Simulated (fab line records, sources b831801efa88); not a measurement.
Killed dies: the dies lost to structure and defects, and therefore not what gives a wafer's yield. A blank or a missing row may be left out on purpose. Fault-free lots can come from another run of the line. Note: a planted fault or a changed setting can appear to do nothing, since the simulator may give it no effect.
Which of the tools did it? || flow gf180mcu || 15 lots with 45 wafers sampled at 4 steps, on a route of 602 steps

## WHAT EACH GAUGE READ, for each wafer
GF_HV_LDD_OVL_MEAS_20.
{"lot": "L695", "measured": "day 10 21:35", "on": "overlay-02", "HV_LDD_01_OVL (nm)": "1.0 1.8 0.5"}
{"lot": "L697", "measured": "day 11 18:53", "on": "overlay-01", "HV_LDD_01_OVL (nm)": "-1.1 -0.6 -1.9"}
{"lot": "L699", "measured": "day 12 09:33", "on": "overlay-02", "HV_LDD_01_OVL (nm)": "0.5 -2.2 -1.8"}
{"lot": "L701", "measured": "day 12 16:08", "on": "overlay-01", "HV_LDD_01_OVL (nm)": "-0.2 -0.7 -0.6"}
{"lot": "L702", "measured": "day 13 11:34", "on": "overlay-01", "HV_LDD_01_OVL (nm)": "1.7 1.0 0.6"}
{"lot": "L703", "measured": "day 13 11:59", "on": "overlay-02", "HV_LDD_01_OVL (nm)": "-0.4 0.8 0.5"}
{"lot": "L704", "measured": "day 13 18:53", "on": "overlay-02", "HV_LDD_01_OVL (nm)": "0.4 -1.7 0.3"}
{"lot": "L705", "measured": "day 14 02:38", "on": "overlay-02", "HV_LDD_01_OVL (nm)": "0.5 0.6 0.5"}
{"lot": "L706", "measured": "day 14 11:32", "on": "overlay-02", "HV_LDD_01_OVL (nm)": "-1.5 0.0 0.0"}
{"lot": "L707", "measured": "day 15 01:01", "on": "overlay-01", "HV_LDD_01_OVL (nm)": "2.5 3.6 2.1"}
{"lot": "L708", "measured": "day 15 16:07", "on": "overlay-01", "HV_LDD_01_OVL (nm)": "0.8 1.0 -0.4"}
{"lot": "L710", "measured": "day 15 23:44", "on": "overlay-01", "HV_LDD_01_OVL (nm)": "-0.8 0.1 -0.1"}

GF_CONTACT_THK_MEAS_03.
{"lot": "L695", "measured": "day 15 07:26", "on": "film metro-03", "CONTACT_CVD_02_THK (nm)": "858 840 847"}
{"lot": "L697", "measured": "day 16 08:33", "on": "film metro-02", "CONTACT_CVD_02_THK (nm)": "852 852 851"}
{"lot": "L699", "measured": "day 17 01:43", "on": "film metro-03", "CONTACT_CVD_02_THK (nm)": "856 877 860"}
{"lot": "L701", "measured": "day 17 09:59", "on": "film metro-02", "CONTACT_CVD_02_THK (nm)": "871 864 873"}
{"lot": "L702", "measured": "day 18 07:15", "on": "film metro-03", "CONTACT_CVD_02_THK (nm)": "859 861 860"}
{"lot": "L703", "measured": "day 18 08:01", "on": "film metro-03", "CONTACT_CVD_02_THK (nm)": "850 847 869"}
{"lot": "L704", "measured": "day 18 17:14", "on": "film metro-02", "CONTACT_CVD_02_THK (nm)": "836 856 861"}
{"lot": "L705", "measured": "day 19 01:34", "on": "film metro-03", "CONTACT_CVD_02_THK (nm)": "866 871 877"}
{"lot": "L706", "measured": "day 19 13:18", "on": "film metro-02", "CONTACT_CVD_02_THK (nm)": "863 858 877"}
{"lot": "L707", "measured": "day 20 01:42", "on": "film metro-03", "CONTACT_CVD_02_THK (nm)": "867 873 869"}
{"lot": "L708", "measured": "day 20 20:07", "on": "film metro-04", "CONTACT_CVD_02_THK (nm)": "862 861 853"}
{"lot": "L710", "measured": "day 21 04:31", "on": "film metro-04", "CONTACT_CVD_02_THK (nm)": "868 860 880"}

## EACH LOT AND THE TOOL THAT RAN IT (in order: tool; ch and the chambers of the sampled wafers; start)
{"lot": "L695", "GF_STI_WET_ETCH_26": "wet bench-04 ch 0, day 2 09:22", "GF_VT_IMPLANT_STRIP_20": "plasma asher-03 ch 0,1, day 6 10:22"}
{"lot": "L697", "GF_STI_WET_ETCH_26": "wet bench-04 ch 0, day 2 21:37", "GF_VT_IMPLANT_STRIP_20": "plasma asher-03 ch 0,1, day 7 02:28"}
{"lot": "L699", "GF_STI_WET_ETCH_26": "wet bench-04 ch 3, day 3 06:53", "GF_VT_IMPLANT_STRIP_20": "plasma asher-03 ch 0,1, day 7 12:55"}
{"lot": "L701", "GF_STI_WET_ETCH_26": "wet bench-03 ch 1, day 3 15:18", "GF_VT_IMPLANT_STRIP_20": "plasma asher-02 ch 0,1, day 7 20:18"}
{"lot": "L702", "GF_STI_WET_ETCH_26": "wet bench-04 ch 0, day 4 01:10", "GF_VT_IMPLANT_STRIP_20": "plasma asher-02 ch 0,1, day 8 10:45"}
{"lot": "L703", "GF_STI_WET_ETCH_26": "wet bench-03 ch 0, day 4 03:30", "GF_VT_IMPLANT_STRIP_20": "plasma asher-01 ch 0,1, day 8 10:52"}
{"lot": "L704", "GF_STI_WET_ETCH_26": "wet bench-04 ch 2, day 4 07:10", "GF_VT_IMPLANT_STRIP_20": "plasma asher-03 ch 0,1, day 8 18:36"}
{"lot": "L705", "GF_STI_WET_ETCH_26": "wet bench-03 ch 2, day 4 12:02", "GF_VT_IMPLANT_STRIP_20": "plasma asher-03 ch 0,1, day 8 23:55"}
{"lot": "L706", "GF_STI_WET_ETCH_26": "wet bench-03 ch 3, day 4 19:32", "GF_VT_IMPLANT_STRIP_20": "plasma asher-01 ch 0,1, day 9 09:13"}
{"lot": "L707", "GF_STI_WET_ETCH_26": "wet bench-03 ch 0, day 5 00:53", "GF_VT_IMPLANT_STRIP_20": "plasma asher-03 ch 0,1, day 9 21:29"}
{"lot": "L708", "GF_STI_WET_ETCH_26": "wet bench-02 ch 2, day 5 09:03", "GF_VT_IMPLANT_STRIP_20": "plasma asher-03 ch 0,1, day 10 09:22"}
{"lot": "L710", "GF_STI_WET_ETCH_26": "wet bench-02 ch 1, day 5 17:16", "GF_VT_IMPLANT_STRIP_20": "plasma asher-01 ch 0,1, day 10 16:22"}
{"lot": "L714", "GF_STI_WET_ETCH_26": "wet bench-04 ch 0, day 6 13:29", "GF_VT_IMPLANT_STRIP_20": "-"}
{"lot": "L715", "GF_STI_WET_ETCH_26": "wet bench-02 ch 2, day 6 18:40", "GF_VT_IMPLANT_STRIP_20": "-"}
{"lot": "L716", "GF_STI_WET_ETCH_26": "wet bench-03 ch 1, day 6 20:53", "GF_VT_IMPLANT_STRIP_20": "-"}
- GF_STI_WET_ETCH_26: etches SiO2 in dHF, target depth 94 nm, time 188 s.
- GF_VT_IMPLANT_STRIP_20: strips in O2/N2.

## AS READ BY THE TOOLS THEMSELVES (means over the sampled wafers that have a number; for cases with no such wafer, the mark the record gives instead)
GF_STI_WET_ETCH_26.
{"lot": "L695", "tool": "wet bench-04", "bath heat duty pct (%)": 5.6, "run length s (s)": 216, "temp c (C)": 24.97}
{"lot": "L697", "tool": "wet bench-04", "bath heat duty pct (%)": 5.5, "run length s (s)": 222, "temp c (C)": 24.99}
{"lot": "L699", "tool": "wet bench-04", "bath heat duty pct (%)": 7.5, "run length s (s)": 214, "temp c (C)": 25.00}
{"lot": "L701", "tool": "wet bench-03", "bath heat duty pct (%)": 6.1, "run length s (s)": 222, "temp c (C)": 25.21}
{"lot": "L702", "tool": "wet bench-04", "bath heat duty pct (%)": 5.8, "run length s (s)": 214, "temp c (C)": 24.94}
{"lot": "L703", "tool": "wet bench-03", "bath heat duty pct (%)": 6.3, "run length s (s)": 215, "temp c (C)": 25.06}
{"lot": "L704", "tool": "wet bench-04", "bath heat duty pct (%)": 6.5, "run length s (s)": 214, "temp c (C)": 25.01}
{"lot": "L705", "tool": "wet bench-03", "bath heat duty pct (%)": 5.4, "run length s (s)": 213, "temp c (C)": 25.00}
{"lot": "L706", "tool": "wet bench-03", "bath heat duty pct (%)": 6.2, "run length s (s)": 216, "temp c (C)": 25.02}
{"lot": "L707", "tool": "wet bench-03", "bath heat duty pct (%)": 6.4, "run length s (s)": 214, "temp c (C)": 24.98}
{"lot": "L708", "tool": "wet bench-02", "bath heat duty pct (%)": 7.2, "run length s (s)": 221, "temp c (C)": 24.99}
{"lot": "L710", "tool": "wet bench-02", "bath heat duty pct (%)": 5.7, "run length s (s)": 223, "temp c (C)": 24.91}
{"lot": "L714", "tool": "wet bench-04", "bath heat duty pct (%)": "-", "run length s (s)": "-", "temp c (C)": "-"}
{"lot": "L715", "tool": "wet bench-02", "bath heat duty pct (%)": "-", "run length s (s)": "-", "temp c (C)": "-"}
{"lot": "L716", "tool": "wet bench-03", "bath heat duty pct (%)": "-", "run length s (s)": "-", "temp c (C)": "-"}

GF_VT_IMPLANT_STRIP_20.
{"lot": "L695", "tool": "plasma asher-03", "drypump motor current A (A)": 5.8, "heater power w (W)": 300, "oes product au (a.u.)": 0.715, "strip time to endpoint s (s)": 12.64}
{"lot": "L697", "tool": "plasma asher-03", "drypump motor current A (A)": 5.6, "heater power w (W)": 276, "oes product au (a.u.)": 0.721, "strip time to endpoint s (s)": 12.63}
{"lot": "L699", "tool": "plasma asher-03", "drypump motor current A (A)": 5.6, "heater power w (W)": 274, "oes product au (a.u.)": 0.710, "strip time to endpoint s (s)": 12.61}
{"lot": "L701", "tool": "plasma asher-02", "drypump motor current A (A)": 5.9, "heater power w (W)": 319, "oes product au (a.u.)": 0.719, "strip time to endpoint s (s)": 12.60}
{"lot": "L702", "tool": "plasma asher-02", "drypump motor current A (A)": 5.8, "heater power w (W)": 336, "oes product au (a.u.)": 0.713, "strip time to endpoint s (s)": 12.66}
{"lot": "L703", "tool": "plasma asher-01", "drypump motor current A (A)": 5.2, "heater power w (W)": 302, "oes product au (a.u.)": 0.714, "strip time to endpoint s (s)": 12.66}
{"lot": "L704", "tool": "plasma asher-03", "drypump motor current A (A)": 5.8, "heater power w (W)": 304, "oes product au (a.u.)": 0.717, "strip time to endpoint s (s)": 12.62}
{"lot": "L705", "tool": "plasma asher-03", "drypump motor current A (A)": 5.6, "heater power w (W)": 277, "oes product au (a.u.)": 0.714, "strip time to endpoint s (s)": 12.66}
{"lot": "L706", "tool": "plasma asher-01", "drypump motor current A (A)": 5.2, "heater power w (W)": 304, "oes product au (a.u.)": 0.718, "strip time to endpoint s (s)": 12.62}
{"lot": "L707", "tool": "plasma asher-03", "drypump motor current A (A)": 5.8, "heater power w (W)": 304, "oes product au (a.u.)": 0.717, "strip time to endpoint s (s)": 12.69}
{"lot": "L708", "tool": "plasma asher-03", "drypump motor current A (A)": 5.6, "heater power w (W)": 277, "oes product au (a.u.)": 0.722, "strip time to endpoint s (s)": 12.69}
{"lot": "L710", "tool": "plasma asher-01", "drypump motor current A (A)": 5.0, "heater power w (W)": 316, "oes product au (a.u.)": 0.719, "strip time to endpoint s (s)": 12.67}

## THE ANSWER, worked out from the rows above alone
Rule: usual is defined by the lots themselves. The widest of any qualifying gaps counts: lots, ordered by their means at a reading, are off when they make up no more than a third of the lots, leave a main group of 4 or more, and stand apart from it by 3 or more times the standard deviation of that group's means. A main group is skipped when, at the precision printed for the reading in the tables above, its means are all equal. Also off: a lot with no number at a reading for which 4 or more lots have one. Where the step has rows for the other lots, those lots are counted as sound. After the gauges, taken in route order, come the tools' own readings; for these a lot's mean is taken, as printed above. At the first step where some lot is off, the reading lying furthest off is the one used; lots without a number count as furthest.
Off at GF_STI_WET_ETCH_26 (bath heat duty pct): L714, L715, L716. Without a number there: L714, L715, L716. Mean 6.2 % and standard deviation 0.63 in the main group.
A tool fits if, at that step or a process step before it, it ran every lot that is off, and no sound lot after the first of them. No candidate that was tried fits.

## WHAT HAD BEEN PUT IN BY THE SIMULATOR
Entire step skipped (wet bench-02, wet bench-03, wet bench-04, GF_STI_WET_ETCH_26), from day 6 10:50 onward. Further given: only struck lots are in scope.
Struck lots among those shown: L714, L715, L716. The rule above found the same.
